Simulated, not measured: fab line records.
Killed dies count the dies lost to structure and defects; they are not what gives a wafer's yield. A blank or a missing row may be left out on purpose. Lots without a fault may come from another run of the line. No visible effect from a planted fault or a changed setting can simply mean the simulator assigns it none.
The tool behind it: which one? -- flow sfq_line -- 45 wafers from 15 lots sampled at 2 of the route's 325 steps

== WHAT THE GAUGES READ, wafer by wafer ==
SFQ_M0_RS_MEAS_904: a four-point-probe measurement.
lot,measured,on,M0_NB_RS (ohm/sq)
L930,day 5 06:55,film_metro-01,0.927 0.928 0.929
L931,day 5 14:08,film_metro-02,0.906 0.901 0.899
L932,day 5 18:56,film_metro-04,0.910 0.910 0.905
L933,day 6 02:05,film_metro-04,0.902 0.912 0.913
L934,day 6 06:56,film_metro-02,0.909 0.909 0.914
L936,day 7 01:11,film_metro-04,0.908 0.904 0.913
L937,day 7 07:59,film_metro-02,1.027 1.011 1.017 1.026 1.013 1.018
L938,day 7 12:43,film_metro-01,1.018 1.023 1.021 1.018 1.022 1.018
L939,day 7 21:07,film_metro-01,1.027 1.020 1.010 1.026 1.024 1.010
L940,day 8 01:59,film_metro-04,0.920 0.918 0.925
L945,day 9 05:32,film_metro-01,0.925 0.916 0.923
L949,day 10 07:56,film_metro-04,0.903 0.898 0.902
L951,day 10 16:08,film_metro-04,0.923 0.922 0.927
L952,day 11 01:43,film_metro-02,0.910 0.898 0.902
L953,day 11 04:34,film_metro-01,0.907 0.911 0.906

== TOOL THAT RAN EACH LOT (tool first, then ch and the chambers of the sampled wafers, then the start) ==
lot,SFQ_TRILAYER_M0_DEP_SPUTTER_019
L930,"pvd_sputter-05, day 5 06:48"
L931,"pvd_sputter-03, day 5 14:00"
L932,"pvd_sputter-04, day 5 18:48"
L933,"pvd_sputter-03, day 6 02:00"
L934,"pvd_sputter-05, day 6 06:49"
L936,"pvd_sputter-05, day 7 01:05"
L937,"pvd_sputter-05, day 7 07:50"
L938,"pvd_sputter-05, day 7 12:38"
L939,"pvd_sputter-05, day 7 21:02"
L940,"pvd_sputter-03, day 8 01:51"
L945,"pvd_sputter-03, day 9 05:26"
L949,"pvd_sputter-03, day 10 07:50"
L951,"pvd_sputter-04, day 10 16:02"
L952,"pvd_sputter-05, day 11 01:38"
L953,"pvd_sputter-03, day 11 04:28"
- SFQ_TRILAYER_M0_DEP_SPUTTER_019: material Nb, target thk 200 nm, time 133.3 s.

== AS READ BY THE TOOLS THEMSELVES (means over the sampled wafers that have a number; for cases with no such wafer, the mark the record gives instead) ==
SFQ_TRILAYER_M0_DEP_SPUTTER_019.
lot,tool,throttle_valve_pct (%)
L930,pvd_sputter-05,29.2
L931,pvd_sputter-03,30.4
L932,pvd_sputter-04,30.9
L933,pvd_sputter-03,29.9
L934,pvd_sputter-05,29.6
L936,pvd_sputter-05,29.4
L937,pvd_sputter-05,30.1
L938,pvd_sputter-05,30.1
L939,pvd_sputter-05,29.6
L940,pvd_sputter-03,30.1
L945,pvd_sputter-03,30.0
L949,pvd_sputter-03,29.7
L951,pvd_sputter-04,30.0
L952,pvd_sputter-05,30.1
L953,pvd_sputter-03,30.3

== THE ANSWER, worked out from the rows above alone ==
Rule: the usual values come from the lots themselves. The widest of any qualifying gaps counts: lots, ordered by their means at a reading, are off when they make up no more than a third of the lots, leave a main group of 4 or more, and stand apart from it by 3 or more times the standard deviation of that group's means. If all means in a main group match to the digits the tables above print for the reading, that group is not used. Also off: a lot with no number at a reading for which 4 or more lots have one. Where the step has rows for the other lots, those lots are counted as sound. First the gauges in route order, then the tools' own readings, where a lot's mean is used as printed above. At the first step where some lot is off, the reading lying furthest off is the one used; lots without a number count as furthest.
Off: L937, L938, L939, seen at SFQ_M0_RS_MEAS_904 (M0_NB_RS). The main group: mean 0.912 ohm/sq, standard deviation 0.0087.
A tool fits if, at a process step before that reading, it ran every lot that is off, and no sound lot after the first of them. The gauges at SFQ_M0_RS_MEAS_904 are tried like those tools. Of those tried, none fits.

== WHAT THE SIMULATOR HAD INSERTED ==
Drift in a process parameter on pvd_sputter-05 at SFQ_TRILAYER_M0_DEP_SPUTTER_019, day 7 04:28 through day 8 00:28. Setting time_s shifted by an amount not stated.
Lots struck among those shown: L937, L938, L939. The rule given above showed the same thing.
